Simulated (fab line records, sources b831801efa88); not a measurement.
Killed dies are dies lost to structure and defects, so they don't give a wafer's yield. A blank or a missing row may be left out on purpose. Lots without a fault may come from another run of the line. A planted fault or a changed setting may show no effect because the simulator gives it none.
fab line records | flow sky130
record lots=7 wafers=18 last_day=49
route steps=708 shown FIELD_ISO@29 NWELL@32 DNWELL@35 PWDE@45 PAD_OPEN@708
lots that met no fault: from a run of the same line without faults
start_h: hours from the record's first day to the start of the lot's first wafer shown | wait_h: hours since the lot's step before | " the same as in the row above | L1.1+2: a row that stands for several wafers | - no value, or no start given | * or withheld: withheld | < > ~ a bound
route shown NAME@n: a module of which the file shows steps, and the number in the route of the first | usual: mean/standard deviation of fault-free wafers | same: alike in all rows | chamber/n: place in a boat | sites: the reading at each site | _std_site: their standard deviation | _edge_site: outer sites' mean less inner sites' | radius_mm: how far each site lies from the wafer's centre | mask NAME#n: copy n | behind: the tool/chamber that last shaped the wafer | hold: why the lot was held/for how many hours/how that ended | device: the transistor (n, p or np) that didn't switch | end of line: the same wafers' tests at the end of the route | a step without rows: its recipe alone | killed: dies lost to structure and defects at the first sort, not the wafer's yield | map: a wafer's dies, x killed, . not, _ none there
set.NAME: the setting as run; set.NAME@STEP: as run at that earlier step | model.NAME: the simulator's own value behind a step, which no gauge read
lots at some steps of the route; a table a step, a row a wafer
services: from which hour (start_h, from the record's first day; less than 0 if before it) a tool's chamber was out of use, for how many hours, and why
## steps
# step SKY_FIELD_ISO_WET_ETCH_28
# recipe chemistry=dHF target_depth_nm=23.7 target=SiO2 dilution=10:1 temp_c=25 time_s=47
# step SKY_FIELD_ISO_WET_ETCH_29
# recipe chemistry=H3PO4 target_depth_nm=160 target=Si3N4 temp_c=160 time_s=1825
# step SKY_FIELD_ISO_WET_ETCH_30
# recipe chemistry=dHF target_depth_nm=25 target=SiO2 dilution=10:1 temp_c=25 time_s=50
# step SKY_NWELL_CLEAN_00
# recipe chemistry=SC1/SC2 mix=1:4:20 temp_c=70 time_s=150 dry=n2_spin
# step SKY_NWELL_OXIDATION_01
# recipe temp_c=900 ambient=O2 stabilise_s=600 purge_s=300 target_thk_a=100 ox_time_s=1418
# step SKY_NWELL_THK_MEAS_02
# recipe reads=SiO2_of_NWELL_OXIDATION_01
# usual NWELL_OXIDATION_THK=9.88/0.18
# columns lot.wafer tool chamber start_h wait_h NWELL_OXIDATION_THK[nm]
L639.1 film_metro-04 - 44.32 0.0 9.63
L639.4 " - " " 9.55
L639.5 " - " " 9.71
L640.1 film_metro-04 - 53.67 0.0 10.02
L640.2 " - " " 9.89
L640.4 " - " " 9.85
L643.1 film_metro-04 - 68.10 0.0 9.75
L643.2 " - " " 9.86
L643.3 " - " " 9.88
L649.1 film_metro-04 - 94.29 0.0 9.97
L649.6 " - " " 10.17
L651.1 film_metro-04 - 103.03 0.0 10.01
L651.3 " - " " 9.88
L652.1 film_metro-02 - 107.45 0.0 9.96
L652.6 " - " " 9.95
L656.3 film_metro-04 - 123.45 0.0 9.95
L656.5 " - " " 9.87
L656.6 " - " " 9.91
# step SKY_DNWELL_DEHYDRATE_00
# recipe temp_c=200 time_s=60
# step SKY_DNWELL_HMDS_01
# recipe prime_time_s=60 prime_temp_c=120
# step SKY_DNWELL_COAT_02
# recipe spin_rpm=2000 resist_thk_nm=3000
# step SKY_DNWELL_SOFTBAKE_03
# recipe temp_c=110 time_s=withheld
# step SKY_DNWELL_EXPOSE_04
# recipe mask_id=DNM na=0.57 target_cd_nm=3000 dose_mj=222
# step SKY_DNWELL_PEB_05
# recipe temp_c=115 time_s=withheld
# step SKY_DNWELL_DEVELOP_06
# recipe wall_angle_deg=90 developer=TMAH develop_time_s=60 dev_temp_c=23
# columns lot.wafer tool chamber start_h wait_h
L639.1+4+5 litho_track-02 0 59 -
L640.1+2+4 litho_track-03 0 68 -
L643.1+2+3 litho_track-02 0 84 -
L649.1+6 litho_track-03 0 112 -
L651.1+3 litho_track-03 0 121 -
L652.1+6 litho_track-03 0 126 -
L656.3+5+6 litho_track-01 0 142 -
# step SKY_DNWELL_IMPLANT_07
# recipe species=P energy_kev=withheld dose_cm2=withheld tilt_deg=withheld
# step SKY_DNWELL_STRIP_08
# recipe chemistry=O2/N2 power_w=1400 pressure_mtorr=1500 platen_temp_c=withheld o2_flow_sccm=3000 n2_flow_sccm=300 overash_fraction=0.5
# usual drypump_motor_current_A=5.66/0.18 oes_product_au=0.723/0.0052 strip_time_to_endpoint_s=36.95/0.089
# columns lot.wafer tool chamber start_h wait_h drypump_motor_current_A oes_product_au rf_hours_counter_h strip_time_to_endpoint_s
L639.1 plasma_asher-02 1 59.50 0.1 5.87 0.729 38 36.96
L639.4 " 1 " " 5.90 0.730 - 36.91
L639.5 " 1 " " 5.88 0.722 - 36.91
L640.1 plasma_asher-03 0 68.48 0.1 5.71 0.719 39 36.89
L640.2 " 1 " " 5.84 0.724 39 36.84
L640.4 " 0 " " 5.70 0.726 - 36.87
L643.1 plasma_asher-03 1 84.45 0.1 5.84 0.723 40 36.93
L643.2 " 0 " " 5.72 0.728 40 36.89
L643.3 " 1 " " 5.85 0.731 - 36.79
L649.1 plasma_asher-01 1 112.38 0.1 5.42 0.722 42 36.98
L649.6 " 1 " " 5.43 0.723 - 36.97
L651.1 plasma_asher-03 0 121.88 0.1 5.69 0.716 0 36.92
L651.3 " 1 " " 5.85 0.730 - 37.11
L652.1 plasma_asher-01 1 126.43 0.1 5.42 0.716 44 36.87
L652.6 " 0 " " 5.47 0.713 - 36.97
L656.3 plasma_asher-02 1 142.95 0.1 5.86 0.724 - 36.90
L656.5 " 1 " " 5.86 0.714 - 36.88
L656.6 " 0 " " 5.82 0.741 - 36.84
# step SKY_DNWELL_TW_MEAS_09
# usual DNWELL_TW=1112/12
# columns lot.wafer tool chamber start_h wait_h DNWELL_TW
L639.1 film_metro-03 - 59.60 0.1 1100
L639.4 " - " " 1106
L639.5 " - " " 1106
L640.1 film_metro-03 - 68.58 0.1 1104
L640.2 " - " " 1106
L640.4 " - " " 1100
L643.1 film_metro-03 - 84.55 0.1 1107
L643.2 " - " " 1106
L643.3 " - " " 1106
L649.1 film_metro-02 - 112.48 0.1 1107
L649.6 " - " " 1108
L651.1 film_metro-03 - 121.98 0.1 1088
L651.3 " - " " 1093
L652.1 film_metro-03 - 126.53 0.1 1105
L652.6 " - " " 1101
L656.3 film_metro-02 - 143.03 0.1 1110
L656.5 " - " " 1109
L656.6 " - " " 1111
# step SKY_PWDE_DEHYDRATE_00
# recipe temp_c=200 time_s=60
# step SKY_PWDE_HMDS_01
# recipe prime_time_s=60 prime_temp_c=120
# step SKY_PWDE_COAT_02
# recipe spin_rpm=2000 resist_thk_nm=3000
# step SKY_PWDE_SOFTBAKE_03
# recipe temp_c=110 time_s=withheld
# step SKY_PWDE_EXPOSE_04
# recipe mask_id=PWDEM na=0.6 source_shape=conventional sigma_outer=0.6 polarization=unpolarized target_cd_nm=840 dose_mj=214
# step SKY_PWDE_PEB_05
# recipe temp_c=115 time_s=withheld
# step SKY_PWDE_DEVELOP_06
# recipe wall_angle_deg=90 developer=TMAH develop_time_s=60 dev_temp_c=23
# step SKY_PWDE_OVL_MEAS_07
# usual PWDE_OVL=1.5/1.3
# columns lot.wafer tool chamber start_h wait_h PWDE_OVL[nm]
L639.1 overlay-01 - 74.51 - 2.3
L639.4 " - " " 1.1
L639.5 " - " " 1.9
L640.1 overlay-02 - 84.91 - 1.8
L640.2 " - " " 1.6
L640.4 " - " " 2.1
L643.1 overlay-01 - 102.38 - 2.8
L643.2 " - " " 0.7
L643.3 " - " " 1.6
L649.1 overlay-02 - 131.66 - 2.5
L649.6 " - " " 1.6
L651.1 overlay-02 - 141.58 - 1.0
L651.3 " - " " 0.7
L652.1 overlay-01 - 145.16 - 0.0
L652.6 " - " " 0.4
L656.3 overlay-01 - 163.62 - 1.3
L656.5 " - " " 1.7
L656.6 " - " " -0.2
# step SKY_PWDE_IMPLANT_08
# recipe species=B energy_kev=150 dose_cm2=3.6e+12 tilt_deg=withheld
# step SKY_PWDE_STRIP_09
# recipe chemistry=O2/N2 power_w=1400 pressure_mtorr=1500 platen_temp_c=withheld o2_flow_sccm=3000 n2_flow_sccm=300 overash_fraction=0.5
# usual drypump_motor_current_A=5.88/0.19 oes_product_au=0.722/0.0045 strip_time_to_endpoint_s=36.95/0.1
# columns lot.wafer tool chamber start_h wait_h drypump_motor_current_A oes_product_au rf_hours_counter_h strip_time_to_endpoint_s
L639.1 plasma_asher-02 1 74.70 0.1 5.87 0.712 39 36.91
L639.4 " 1 " " 5.81 0.715 - 36.85
L639.5 " 1 " " 5.85 0.725 - 37.01
L640.1 plasma_asher-02 1 85.10 0.1 5.86 0.723 40 36.96
L640.2 " 0 " " 5.82 0.721 40 36.97
L640.4 " 0 " " 5.82 0.721 - 37.02
L643.1 plasma_asher-02 0 102.57 0.1 5.82 0.723 42 36.98
L643.2 " 1 " " 5.83 0.728 42 36.98
L643.3 " 0 " " 5.82 0.718 - 36.98
L649.1 plasma_asher-04 1 131.85 0.1 6.32 0.724 31 36.81
L649.6 " 0 " " 5.77 0.726 - 36.84
L651.1 plasma_asher-04 0 141.77 0.1 5.79 0.716 32 36.77
L651.3 " 0 " " 5.79 0.712 - 36.79
L652.1 plasma_asher-03 1 145.35 0.1 5.84 0.731 3 37.09
L652.6 " 0 " " 5.71 0.719 - 37.12
L656.3 plasma_asher-02 1 163.83 0.1 5.85 0.724 - 37.11
L656.5 " 1 " " 5.83 0.729 - 37.00
L656.6 " 0 " " 5.84 0.726 - 36.97
# step SKY_PWDE_TW_MEAS_10
# usual PWDE_TW=373/3.5
# columns lot.wafer tool chamber start_h wait_h PWDE_TW
L639.1 film_metro-04 - 74.80 0.1 379
L639.4 " - " " 377
L639.5 " - " " 376
L640.1 film_metro-04 - 85.20 0.1 379
L640.2 " - " " 380
L640.4 " - " " 378
L643.1 film_metro-04 - 102.67 0.1 380
L643.2 " - " " 378
L643.3 " - " " 378
L649.1 film_metro-02 - 131.95 0.1 370
L649.6 " - " " 371
L651.1 film_metro-02 - 141.87 0.1 372
L651.3 " - " " 372
L652.1 film_metro-02 - 145.45 0.1 372
L652.6 " - " " 371
L656.3 film_metro-04 - 163.92 0.1 377
L656.5 " - " " 376
L656.6 " - " " 377
# step SKY_NWELL_DEHYDRATE_03
# recipe temp_c=200 time_s=60
# step SKY_NWELL_HMDS_04
# recipe prime_time_s=60 prime_temp_c=120
# step SKY_NWELL_COAT_05
# recipe spin_rpm=2000 resist_thk_nm=3000
# step SKY_NWELL_SOFTBAKE_06
# recipe temp_c=110 time_s=withheld
# step SKY_NWELL_EXPOSE_07
# recipe mask_id=NWM na=0.6 source_shape=conventional sigma_outer=0.6 polarization=unpolarized target_cd_nm=840 dose_mj=255
# step SKY_NWELL_PEB_08
# recipe temp_c=115 time_s=withheld
# step SKY_NWELL_DEVELOP_09
# recipe wall_angle_deg=90 developer=TMAH develop_time_s=60 dev_temp_c=23
# step SKY_NWELL_OVL_MEAS_10
# usual NWELL_00_OVL=-0.6/1.3
# columns lot.wafer tool chamber start_h wait_h NWELL_00_OVL[nm]
L639.1 overlay-02 - 91.30 - -2.5
L639.4 " - " " -1.6
L639.5 " - " " -1.0
L640.1 overlay-02 - 103.03 - -1.7
L640.2 " - " " -2.3
L640.4 " - " " -1.2
L643.1 overlay-02 - 120.78 - 0.3
L643.2 " - " " 2.1
L643.3 " - " " 0.9
L649.1 overlay-02 - 150.55 - -0.5
L649.6 " - " " -0.2
L651.1 overlay-01 - 161.90 - 1.9
L651.3 " - " " -0.2
L652.1 overlay-01 - 165.68 - -0.4
L652.6 " - " " -0.8
L656.3 overlay-02 - 185.24 - -0.9
L656.5 " - " " -1.0
L656.6 " - " " -0.6
# step SKY_NWELL_IMPLANT_11
# recipe species=P energy_kev=400 dose_cm2=1.9e+13 tilt_deg=withheld
# step SKY_NWELL_IMPLANT_12
# recipe species=P energy_kev=120 dose_cm2=1.3e+12 tilt_deg=withheld
# step SKY_NWELL_IMPLANT_13
# recipe species=P energy_kev=50 dose_cm2=7e+11 tilt_deg=withheld
# step SKY_NWELL_STRIP_14
# recipe chemistry=O2/N2 power_w=1400 pressure_mtorr=1500 platen_temp_c=withheld o2_flow_sccm=3000 n2_flow_sccm=300 overash_fraction=0.5
# usual drypump_motor_current_A=5.73/0.29 oes_product_au=0.722/0.0046 strip_time_to_endpoint_s=36.94/0.1
# columns lot.wafer tool chamber start_h wait_h drypump_motor_current_A oes_product_au rf_hours_counter_h strip_time_to_endpoint_s
L639.1 plasma_asher-01 1 91.79 0.1 5.44 0.719 40 36.90
L639.4 " 1 " " 5.44 0.728 - 37.09
L639.5 " 0 " " 5.47 0.721 - 36.99
L640.1 plasma_asher-04 1 103.52 0.1 6.39 0.729 28 37.07
L640.2 " 0 " " 5.77 0.722 28 37.04
L640.4 " 1 " " 6.38 0.721 - 37.01
L643.1 plasma_asher-01 0 121.27 0.1 5.48 0.718 43 37.18
L643.2 " 1 " " 5.43 0.717 43 37.08
L643.3 " 1 " " 5.44 0.727 - 37.10
L649.1 plasma_asher-04 1 151.03 0.1 6.29 0.722 33 36.81
L649.6 " 1 " " 6.32 0.717 - 36.81
L651.1 plasma_asher-02 0 162.38 0.1 5.81 0.729 48 36.91
L651.3 " 0 " " 5.81 0.727 - 36.91
L652.1 plasma_asher-02 0 166.17 0.1 5.82 0.727 49 36.96
L652.6 " 1 " " 5.87 0.721 - 36.89
L656.3 plasma_asher-02 1 185.75 0.1 5.86 0.719 - 36.95
L656.5 " 0 " " 5.81 0.713 - 36.99
L656.6 " 1 " " 5.85 0.716 - 36.95
# step SKY_NWELL_TW_MEAS_15
# usual NWELL_TW=1814/15
# columns lot.wafer tool chamber start_h wait_h NWELL_TW
L639.1 film_metro-03 - 91.89 0.1 1787
L639.4 " - " " 1799
L639.5 " - " " 1789
L640.1 film_metro-03 - 103.62 0.1 1800
L640.2 " - " " 1806
L640.4 " - " " 1809
L643.1 film_metro-04 - 121.37 0.1 1840
L643.2 " - " " 1825
L643.3 " - " " 1832
L649.1 film_metro-04 - 151.13 0.1 1823
L649.6 " - " " 1817
L651.1 film_metro-04 - 162.48 0.1 1826
L651.3 " - " " 1830
L652.1 film_metro-03 - 166.27 0.1 1795
L652.6 " - " " 1795
L656.3 film_metro-02 - 185.84 0.1 1822
L656.5 " - " " 1821
L656.6 " - " " 1816
# step SKY_NWELL_DEHYDRATE_16
# recipe temp_c=200 time_s=60
# step SKY_NWELL_HMDS_17
# recipe prime_time_s=60 prime_temp_c=120
# step SKY_PAD_OPEN_PROBE_99
# usual killed_at_M0_to_M3=43/6.8 killed_at_M4_up=3.0/1.6 killed_at_contacts=25/6 killed_at_front_end=15/4.4 killed_at_other=0.3/0.52 killed_dies=86/9.6 killed_on_rim=17/3.5 killed_open=47/6.7 killed_short=39/6.8
# same gross_dies=492 killed_at_back_side=0
# columns lot.wafer tool chamber start_h wait_h killed_at_M0_to_M3 killed_at_M4_up killed_at_contacts killed_at_front_end killed_at_other killed_dies killed_on_rim killed_open killed_short model.etest.res_deep_nwell.width_nm
L639.1 prober-02 - 1088.28 0.1 43 2 23 14 0 82 16 50 32 2997
L639.4 prober-02 - 1088.43 0.2 51 4 33 16 0 104 20 55 49 3019
L639.5 prober-02 - 1088.48 0.2 47 1 29 17 0 94 17 54 40 2993
L640.1 prober-01 - 1096.65 0.1 40 3 27 12 0 82 15 50 32 2999
L640.2 prober-01 - 1096.70 0.1 45 0 23 19 0 87 17 45 41 2992
L640.4 prober-01 - 1096.80 0.2 42 3 29 17 0 91 19 48 43 3002
L643.1 prober-02 - 1109.00 0.1 50 2 25 17 1 95 17 53 42 2998
L643.2 prober-02 - 1109.05 0.1 37 3 47 18 0 105 23 64 41 3003
L643.3 prober-02 - 1109.10 0.2 34 3 21 17 1 76 13 39 37 2995
L649.1 prober-02 - 1154.35 0.1 54 3 12 13 0 82 15 43 39 3015
L649.6 prober-02 - 1154.60 0.2 36 5 27 10 1 79 17 44 35 2987
L651.1 prober-01 - 1154.73 0.1 57 4 20 18 0 99 20 56 43 3017
L651.3 prober-01 - 1154.83 0.2 49 1 30 11 1 92 23 45 47 2987
L652.1 prober-01 - 1158.30 0.1 38 4 37 13 0 92 13 48 44 3024
L652.6 prober-01 - 1158.55 0.2 42 3 24 15 0 84 18 44 40 3004
L656.3 prober-01 - 1174.50 0.2 57 4 27 7 0 95 19 60 35 3005
L656.5 prober-01 - 1174.60 0.2 40 4 27 19 0 90 23 44 46 3009
L656.6 prober-01 - 1174.65 0.2 44 4 25 5 0 78 14 41 36 2987
# killed by level:class
L639.1 VIA1:geometric_particle:open=17 VIA3:geometric_particle:open=7 CONTACT:geometric_particle:open=6 LI_CONTACT:geometric_particle:open=6 CONTACT:geometric_particle:short=5 FIELD_ISO:geometric_particle:open=4 LOCAL_INTERCONNECT:geometric_particle:short=4 VIA2:geometric_particle:short=4
L639.4 CONTACT:geometric_particle:open=14 VIA1:geometric_particle:open=11 METAL2:geometric_particle:short=9 VIA2:geometric_particle:open=7 LI_CONTACT:geometric_particle:open=7 CONTACT:geometric_particle:short=6 VIA3:geometric_particle:short=6 VIA2:geometric_particle:short=5
L639.5 LI_CONTACT:geometric_particle:open=11 VIA3:geometric_particle:open=10 CONTACT:geometric_particle:open=9 VIA1:geometric_particle:open=7 FIELD_ISO:geometric_particle:short=6 METAL1:geometric_particle:short=6 VIA1:geometric_particle:short=6 VIA2:geometric_particle:open=5
L640.1 VIA1:geometric_particle:open=12 CONTACT:geometric_particle:open=12 LI_CONTACT:geometric_particle:open=6 POLY_GATE:geometric_particle:open=5 METAL1:geometric_particle:short=5 CONTACT:geometric_particle:short=4 VIA1:geometric_particle:short=4 VIA2:geometric_particle:short=3
L640.2 CONTACT:geometric_particle:open=10 VIA1:geometric_particle:open=7 METAL2:geometric_particle:short=7 VIA3:geometric_particle:open=7 FIELD_ISO:geometric_particle:short=5 POLY_GATE:geometric_particle:open=5 LOCAL_INTERCONNECT:geometric_particle:short=4 METAL1:geometric_particle:short=4
L640.4 CONTACT:geometric_particle:open=12 VIA3:geometric_particle:open=9 METAL2:geometric_particle:short=9 VIA1:geometric_particle:open=8 CONTACT:geometric_particle:short=6 VIA2:geometric_particle:open=6 FIELD_ISO:geometric_particle:open=4 POLY_GATE:geometric_particle:short=4
L643.1 CONTACT:geometric_particle:open=14 VIA1:geometric_particle:open=14 POLY_GATE:geometric_particle:short=7 VIA3:geometric_particle:open=7 VIA2:geometric_particle:open=7 METAL1:geometric_particle:short=6 LI_CONTACT:geometric_particle:open=5 METAL2:geometric_particle:short=5
L643.2 CONTACT:geometric_particle:open=17 CONTACT:geometric_particle:short=11 LI_CONTACT:geometric_particle:open=10 VIA3:geometric_particle:open=8 POLY_GATE:geometric_particle:open=7 VIA1:geometric_particle:open=7 POLY_GATE:geometric_particle:short=6 VIA2:geometric_particle:open=6
L643.3 LI_CONTACT:geometric_particle:open=9 VIA2:geometric_particle:open=9 METAL2:geometric_particle:short=7 FIELD_ISO:geometric_particle:short=5 POLY_GATE:geometric_particle:short=5 VIA1:geometric_particle:open=5 CONTACT:geometric_particle:open=4 LOCAL_INTERCONNECT:geometric_particle:short=3
L649.1 VIA1:geometric_particle:open=10 VIA1:geometric_particle:short=7 VIA2:geometric_particle:open=7 METAL2:geometric_particle:short=6 VIA3:geometric_particle:open=6 FIELD_ISO:geometric_particle:short=5 CONTACT:geometric_particle:open=5 VIA2:geometric_particle:short=5
L649.6 CONTACT:geometric_particle:open=11 LI_CONTACT:geometric_particle:open=7 VIA1:geometric_particle:short=7 VIA3:geometric_particle:open=6 CONTACT:geometric_particle:short=5 VIA2:geometric_particle:open=5 FIELD_ISO:geometric_particle:open=3 POLY_GATE:geometric_particle:short=3
L651.1 VIA1:geometric_particle:open=12 VIA2:geometric_particle:open=11 VIA1:geometric_particle:short=8 CONTACT:geometric_particle:open=7 VIA3:geometric_particle:open=7 SPACER:geometric_particle:open=5 METAL2:geometric_particle:short=5 VIA3:geometric_particle:short=5
L651.3 VIA1:geometric_particle:open=11 LI_CONTACT:geometric_particle:open=8 LOCAL_INTERCONNECT:geometric_particle:short=8 CONTACT:geometric_particle:open=8 VIA2:geometric_particle:open=6 CONTACT:geometric_particle:short=6 METAL1:geometric_particle:short=6 VIA3:geometric_particle:open=5
L652.1 CONTACT:geometric_particle:open=11 VIA1:geometric_particle:open=10 LI_CONTACT:geometric_particle:open=9 CONTACT:geometric_particle:short=6 VIA1:geometric_particle:short=6 LOCAL_INTERCONNECT:geometric_particle:short=5 VIA3:geometric_particle:open=5 FIELD_ISO:geometric_particle:short=4
L652.6 VIA1:geometric_particle:open=11 CONTACT:geometric_particle:open=7 METAL2:geometric_particle:short=7 LOCAL_INTERCONNECT:geometric_particle:short=6 VIA2:geometric_particle:open=6 METAL1:geometric_particle:short=5 POLY_GATE:geometric_particle:short=4 LI_CONTACT:geometric_particle:open=4
L656.3 VIA3:geometric_particle:open=14 CONTACT:geometric_particle:open=13 VIA1:geometric_particle:open=9 LI_CONTACT:geometric_particle:open=8 METAL2:geometric_particle:short=8 VIA2:geometric_particle:open=6 VIA1:geometric_particle:short=5 VIA3:geometric_particle:short=5
L656.5 CONTACT:geometric_particle:open=11 LI_CONTACT:geometric_particle:open=8 VIA2:geometric_particle:open=6 FIELD_ISO:geometric_particle:open=5 POLY_GATE:geometric_particle:open=5 CONTACT:geometric_particle:short=5 METAL1:geometric_particle:short=5 VIA1:geometric_particle:short=5
L656.6 CONTACT:geometric_particle:open=10 VIA1:geometric_particle:open=9 VIA1:geometric_particle:short=7 VIA2:geometric_particle:open=5 CONTACT:geometric_particle:short=5 VIA3:geometric_particle:short=5 LI_CONTACT:geometric_particle:open=4 METAL1:geometric_particle:short=4
## services
# columns tool chamber start_h hours kind
litho_track-03 - 58.14 - consumable_replace:filter
plasma_asher-04 - 72.30 0.6 repair
plasma_asher-04 - 87.18 9.7 repair
plasma_asher-03 - 92.42 1.5 repair
plasma_asher-03 - 108.75 9.0 pm
plasma_asher-03 0 108.75 9.0 vent_cycle
plasma_asher-03 1 108.75 9.0 vent_cycle
litho_track-01 - 114.72 - consumable_replace:filter
plasma_asher-03 0 117.75 - clean
plasma_asher-03 1 117.75 - clean
plasma_asher-04 - 157.77 5.4 repair
## key
first_sign none at tools or gauges
model_effect step=SKY_PAD_OPEN_PROBE_99 value=etest.res_deep_nwell.width_nm without=3003 struck=3019
met_at SKY_DNWELL_DEVELOP_06
struck_wafers L649.1,L651.1,L652.1
tester_left_out L649,L651,L652
onset_between 68 112
fault kind=process_parameter_drift tool=litho_track-03 chamber=- onset_h=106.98 steps=SKY_DNWELL_DEVELOP_06 channel=develop_time_s offset=* shape=step end_h=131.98 scope=struck_wafers_only acts_in=* stated=*
# tester_left_out: of these lots the tester's yield and bins aren't shown, on N5 and GAA mostly nor the transistor test; their killed dies are dies lost to structure and defects alone, not to doping, threshold or leakage, so they don't give the yield
